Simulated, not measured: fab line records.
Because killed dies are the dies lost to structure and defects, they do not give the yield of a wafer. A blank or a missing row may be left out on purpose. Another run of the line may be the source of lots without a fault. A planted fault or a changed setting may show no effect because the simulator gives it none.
A struck lot beside a sound one    flow sky130    44 steps out of a route of 708
Sound: these wafers, L509.1, L509.2, L509.5. Struck: wafer L521.5. (L521.2, L521.6 of the same lot were not struck and are left out.) The cause comes at the end.
Per side, at each step with rows, come the tool, then ch with its chambers, and then its first start. Under that, the readings that differ: sound wafers    struck wafers    difference of the means    sigmas: that difference in standard deviations of wafers without a fault.
alike: words and numbers the same on both sides, and readings whose means are apart by under 2 such deviations; not compared: readings that were withheld, readings missing a value for some wafer, numbers with overlapping values and no deviation given by the record, and bounds like >300 which may hide the same value.
A row with sigmas, a row that says differs or no value, or rows on one side alone: a step with any of these is where the two part. Numbers that have no deviation but don't overlap get no sigmas and don't part them. Lack of a reading on every wafer of one side parts them only where that side has two or more wafers.

first, 1 step without rows for these wafers: SKY_METAL2_DEVELOP_14 (develop time 60 s).
SKY_METAL2_CD_MEAS_15 targets a cd of 140 nm.
  sound on cd sem-01, day 35 22:18; struck on cd sem-02, day 39 22:28
  alike: cd nm
SKY_METAL2_OVL_MEAS_16:
  sound on overlay-01, day 35 22:25; struck on overlay-02, day 39 22:35
  alike: METAL2_OVL
SKY_METAL2_DESCUM_17: chemistry O2, time 8 s.
  sound on rie metal-03 ch 0,1, day 35 22:28; struck on rie metal-03 ch 0, day 39 22:37
  alike: drypump motor current A, oes product au
  not compared: rf hours counter h
then, 7 steps without rows for these wafers: SKY_METAL2_ETCH_18 (etches BARC in N2/H2, stops on SiO2, time 45.9 s, target depth 60 nm); SKY_METAL2_METAL_ETCH_19 (etches the open film in Cl2/BCl3, stops on SiO2, target depth 360 nm, time 78 s); SKY_METAL2_STRIP_20 (strips in O2/N2); SKY_METAL2_STRIP_21 (strips in post etch residue remover, time 1200 s); SKY_METAL2_CLEAN_22 (cleans in IPA, time 180 s); SKY_METAL2_CLEAN_23 (cleans in O3/DIW); SKY_VIA2_HDPCVD_00 (deposits SiO2, target thk 1180 nm, time 196.7 s).
SKY_VIA2_THK_MEAS_01:
  sound on film metro-01, day 35 23:22; struck on film metro-02, day 39 23:31
  alike: VIA2_HDPCVD_THK
SKY_VIA2_CMP_02: polishes SiO2.
  sound on cmp-01 ch 1,2, day 35 23:26; struck on cmp-01 ch 1, day 39 23:37
reading                                   sound              struck  difference  sigmas
model.SiO2_of_VIA2_HDPCVD_00.thk nm (nm)  496.9 498.2 497.2  458.9   -38.5       
  alike: head pressure psi, motor current A
SKY_VIA2_BOW_MEAS_03:
  sound on film metro-04, day 35 23:44; struck on film metro-04, day 39 23:53
  alike: VIA2_BOW
then, 8 steps without rows for these wafers: SKY_VIA2_DEHYDRATE_04 (time 60 s); SKY_VIA2_HMDS_05 (prime time 60 s); SKY_VIA2_COAT_06 (resist thk 60 nm); SKY_VIA2_COAT_07 (resist thk 450 nm); SKY_VIA2_SOFTBAKE_08 (time 90 s); SKY_VIA2_EXPOSE_09 (exposes mask VIM2, target cd 200 nm); SKY_VIA2_PEB_10; SKY_VIA2_DEVELOP_11 (develop time 60 s).
SKY_VIA2_CD_MEAS_12 targets a cd of 200 nm.
  sound on cd sem-01, day 37 01:29; struck on cd sem-02, day 40 23:55
  alike: cd nm
SKY_VIA2_OVL_MEAS_13:
  sound on overlay-01, day 37 01:36; struck on overlay-02, day 41 00:01
  alike: VIA2_OVL
then, 1 step without rows for these wafers: SKY_VIA2_ETCH_14 (etches BARC in N2/H2, stops on SiO2, time 45.9 s, target depth 60 nm).
SKY_VIA2_ETCH_15: etches SiO2 in C4F8/O2/Ar, stops on TiN, target depth 546 nm, time 84 s.
  sound on rie diel-03 ch 0,1,2, day 37 01:41; struck on rie diel-03 ch 0, day 41 00:05
reading                           sound              struck  difference  sigmas
oes product au (a.u.)             0.952 0.937 0.941  0.900   -0.043      -9
model.etch.depth nm (nm)          496.9 498.2 497.2  458.9   -38.5       
model.VIA2.feature depth nm (nm)  496.9 498.2 497.2  458.9   -38.5       
then, 6 steps without rows for these wafers: SKY_VIA2_STRIP_16 (strips in O2/N2); SKY_VIA2_STRIP_17 (strips in post etch residue remover, time 1200 s); SKY_VIA2_CLEAN_18 (cleans in IPA, time 180 s); SKY_VIA2_CLEAN_19 (cleans in O3/DIW); SKY_VIA2_SPUTTER_20 (material TiN, target thk 20 nm, time 80 s); SKY_VIA2_CVD_21 (deposits W, target thk 420 nm, time 126.4 s).
SKY_VIA2_RS_MEAS_22: uses a four-point probe to measure.
  sound on film metro-02, day 37 02:32; struck on film metro-04, day 41 00:57
  alike: VIA2_W_RS
SKY_VIA2_THK_MEAS_23: measures by xrf.
  sound on film metro-02, day 37 02:40; struck on film metro-04, day 41 01:04
  alike: VIA2_W_THK
SKY_VIA2_CMP_24: polishes, stops on SiO2, t overpolish 20 s, target thk 0 nm.
  sound on cmp-02 ch 1,3, day 37 02:43; struck on cmp-01 ch 2, day 41 01:11
  alike: head pressure psi, motor current A
SKY_METAL3_SPUTTER_00: material Ti, target thk 15 nm, time 10 s.
  sound on pvd sputter-03, day 37 03:01; struck on pvd sputter-03, day 41 01:29
  alike: throttle valve pct
then, 3 steps without rows for these wafers: SKY_METAL3_SPUTTER_01 (material TiN, target thk 20 nm, time 16.7 s); SKY_METAL3_SPUTTER_02 (material AlCu, target thk 735 nm, time 39.1 s); SKY_METAL3_SPUTTER_03 (material Ti, target thk 5 nm, time 3.3 s).
SKY_METAL3_SPUTTER_04: material TiN, target thk 70 nm, time 58.3 s.
  sound on pvd sputter-03, day 37 03:07; struck on pvd sputter-03, day 41 01:36
  alike: throttle valve pct
SKY_CAPM_CVD_00: deposits SiO2, target thk 15.5 nm.
  sound on pecvd-01 ch 1,2, day 37 03:10; struck on pecvd-01 ch 1, day 41 01:39
  alike: heater power w
SKY_CAPM_THK_MEAS_01:
  sound on film metro-03, day 37 03:11; struck on film metro-01, day 41 01:41
reading               sound              struck  difference  sigmas
CAPM_CVD_00_THK (nm)  15.25 15.00 15.43  15.72   +0.49       +2
SKY_METAL3_METAL_ETCH_18: etches the open film in Cl2/BCl3, stops on SiO2, target depth 845 nm, time 183.1 s.
  sound on rie metal-04 ch 0,1, day 39 07:35; struck on rie metal-03 ch 0, day 43 01:29
reading                                   sound              struck  difference  sigmas
oes product au (a.u.)                     0.879 0.875 0.877  0.863   -0.014      -2
model.SiO2_of_VIA2_HDPCVD_00.thk nm (nm)  467.2 468 467.6    428.9   -38.7       
  alike: drypump motor current A, throttle valve pct
  not compared: rf hours counter h
SKY_PAD_OPEN_PROBE_99:
  rows exist in the record for the sound wafers here (prober-01, day 46 11:44), none for the struck ones

## WHERE THEY PART
Earliest at SKY_VIA2_ETCH_15; latest, in this record, at SKY_PAD_OPEN_PROBE_99.

WHY: what the simulator had put in
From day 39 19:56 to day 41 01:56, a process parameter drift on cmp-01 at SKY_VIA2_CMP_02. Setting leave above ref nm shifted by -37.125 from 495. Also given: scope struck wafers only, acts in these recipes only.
